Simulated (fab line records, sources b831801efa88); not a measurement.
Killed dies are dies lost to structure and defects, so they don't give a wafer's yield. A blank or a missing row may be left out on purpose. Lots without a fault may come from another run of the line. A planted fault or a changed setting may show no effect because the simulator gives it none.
Which tool did it? | flow sky130 | 12 lots, 35 wafers sampled, at 4 steps of a route of 708

WHAT THE GAUGES READ, wafer by wafer
SKY_VIA2_CD_MEAS_12: target cd 200 nm.
lot  | measured     | on        | cd_nm (nm)
L696 | day 36 06:08 | cd_sem-02 | 199.3 199.5 200.1
L698 | day 36 22:57 | cd_sem-02 | 197.7 198.2 197.6
L699 | day 37 00:10 | cd_sem-02 | 202.5 201.2 200.5
L700 | day 38 05:01 | cd_sem-01 | 200.8 201.6 200.6
L701 | day 38 08:40 | cd_sem-02 | 200.0 199.7 200.5
L702 | day 38 20:13 | cd_sem-02 | 199.8 200.4 198.7
L704 | day 39 01:31 | cd_sem-02 | 199.6 201.1 200.7
L706 | day 39 15:13 | cd_sem-02 | 199.5 189.2
L711 | day 41 14:20 | cd_sem-02 | 202.3 201.0 201.6
L714 | day 41 20:45 | cd_sem-02 | 201.8 202.4 201.1
L718 | day 43 00:58 | cd_sem-02 | 200.3 200.1 201.2
L719 | day 43 03:57 | cd_sem-02 | 199.1 199.5 198.7

WHICH TOOL RAN EACH LOT (tool, then ch and the chambers of the sampled wafers, then the start)
lot  | SKY_VIA1_CMP_02               | SKY_METAL2_SPUTTER_04        | SKY_VIA2_EXPOSE_09
L696 | cmp-02 ch 1,2, day 32 19:29   | pvd_sputter-01, day 33 23:58 | krf_scanner-01 ch 0, day 35 17:54
L698 | cmp-01 ch 0,1,2, day 33 12:26 | pvd_sputter-04, day 34 16:27 | krf_scanner-02 ch 0, day 36 09:59
L699 | cmp-01 ch 1,2,3, day 33 14:47 | pvd_sputter-02, day 34 19:01 | krf_scanner-02 ch 0, day 36 11:31
L700 | cmp-02 ch 0,2,3, day 34 18:44 | pvd_sputter-04, day 35 22:23 | krf_scanner-01 ch 0, day 37 16:11
L701 | cmp-02 ch 0,1,2, day 34 22:47 | pvd_sputter-02, day 36 03:03 | krf_scanner-02 ch 0, day 37 19:32
L702 | cmp-01 ch 0,3, day 35 11:19   | pvd_sputter-02, day 36 15:02 | krf_scanner-01 ch 0, day 38 08:20
L704 | cmp-01 ch 0,2,3, day 35 18:05 | pvd_sputter-02, day 36 22:00 | krf_scanner-02 ch 0, day 38 14:11
L706 | cmp-02 ch 2,3, day 36 07:29   | pvd_sputter-04, day 37 11:41 | krf_scanner-01 ch 0, day 39 02:45
L711 | cmp-01 ch 0,1,3, day 38 08:53 | pvd_sputter-04, day 39 11:40 | krf_scanner-02 ch 0, day 41 02:16
L714 | cmp-02 ch 1,2,3, day 38 15:53 | pvd_sputter-02, day 39 18:31 | krf_scanner-02 ch 0, day 41 08:42
L718 | cmp-02 ch 0,2,3, day 39 22:23 | pvd_sputter-02, day 41 00:51 | krf_scanner-02 ch 0, day 42 13:59
L719 | cmp-01 ch 0,2,3, day 40 00:46 | pvd_sputter-04, day 41 02:19 | krf_scanner-01 ch 0, day 42 16:41
- SKY_VIA1_CMP_02: polishes SiO2.
- SKY_METAL2_SPUTTER_04: material TiN, target thk 70 nm, time 58.3 s.
- SKY_VIA2_EXPOSE_09: exposes mask VIM2, target cd 200 nm.

WHAT THE TOOLS THEMSELVES READ (means of the sampled wafers that have a number; where no wafer has one, the mark that the record gives instead)
SKY_VIA1_CMP_02.
lot  | tool   | motor_current_A (A)
L696 | cmp-02 | 12.2
L698 | cmp-01 | 12.4
L699 | cmp-01 | 12.3
L700 | cmp-02 | 12.5
L701 | cmp-02 | 11.6
L702 | cmp-01 | 11.0
L704 | cmp-01 | 11.4
L706 | cmp-02 | 13.8
L711 | cmp-01 | 12.6
L714 | cmp-02 | 12.8
L718 | cmp-02 | 12.8
L719 | cmp-01 | 11.3

SKY_METAL2_SPUTTER_04.
lot  | tool           | throttle_valve_pct (%)
L696 | pvd_sputter-01 | 31.1
L698 | pvd_sputter-04 | 29.9
L699 | pvd_sputter-02 | 29.8
L700 | pvd_sputter-04 | 30.5
L701 | pvd_sputter-02 | 28.8
L702 | pvd_sputter-02 | 29.5
L704 | pvd_sputter-02 | 29.6
L706 | pvd_sputter-04 | 30.4
L711 | pvd_sputter-04 | 30.1
L714 | pvd_sputter-02 | 28.7
L718 | pvd_sputter-02 | 29.3
L719 | pvd_sputter-04 | 28.7

THE ANSWER, worked out from the rows above alone
Rule: what is usual is taken from the lots themselves. Put in order of their means at a reading, lots are off if they are a third of the lots or fewer, leave a main group of 4 or more, and stand apart from it by a gap of 3 or more times the standard deviation of the main group's means; of several such gaps the widest counts. A main group whose means are all the same, to the digits that the tables above print for the reading, isn't used. A lot without any number at a reading at which 4 lots or more have one is off too. The other lots that the step has rows for count as sound. The gauges are gone through in route order, then the tools' own readings, and for those a lot's mean is taken as printed above. The first step at which some lot is off is used, and at that step the reading that is off furthest; a lot without a number counts as furthest.
Off: L706, at SKY_VIA2_CD_MEAS_12 (cd_nm). The main group: mean 200.3 nm, standard deviation 1.1.
A tool fits if, at a process step before that reading, it ran every lot that is off, and no sound lot after the first of them. The gauges at SKY_VIA2_CD_MEAS_12 are tried like those tools. None of those tried fits.

WHAT THE SIMULATOR HAD PUT IN
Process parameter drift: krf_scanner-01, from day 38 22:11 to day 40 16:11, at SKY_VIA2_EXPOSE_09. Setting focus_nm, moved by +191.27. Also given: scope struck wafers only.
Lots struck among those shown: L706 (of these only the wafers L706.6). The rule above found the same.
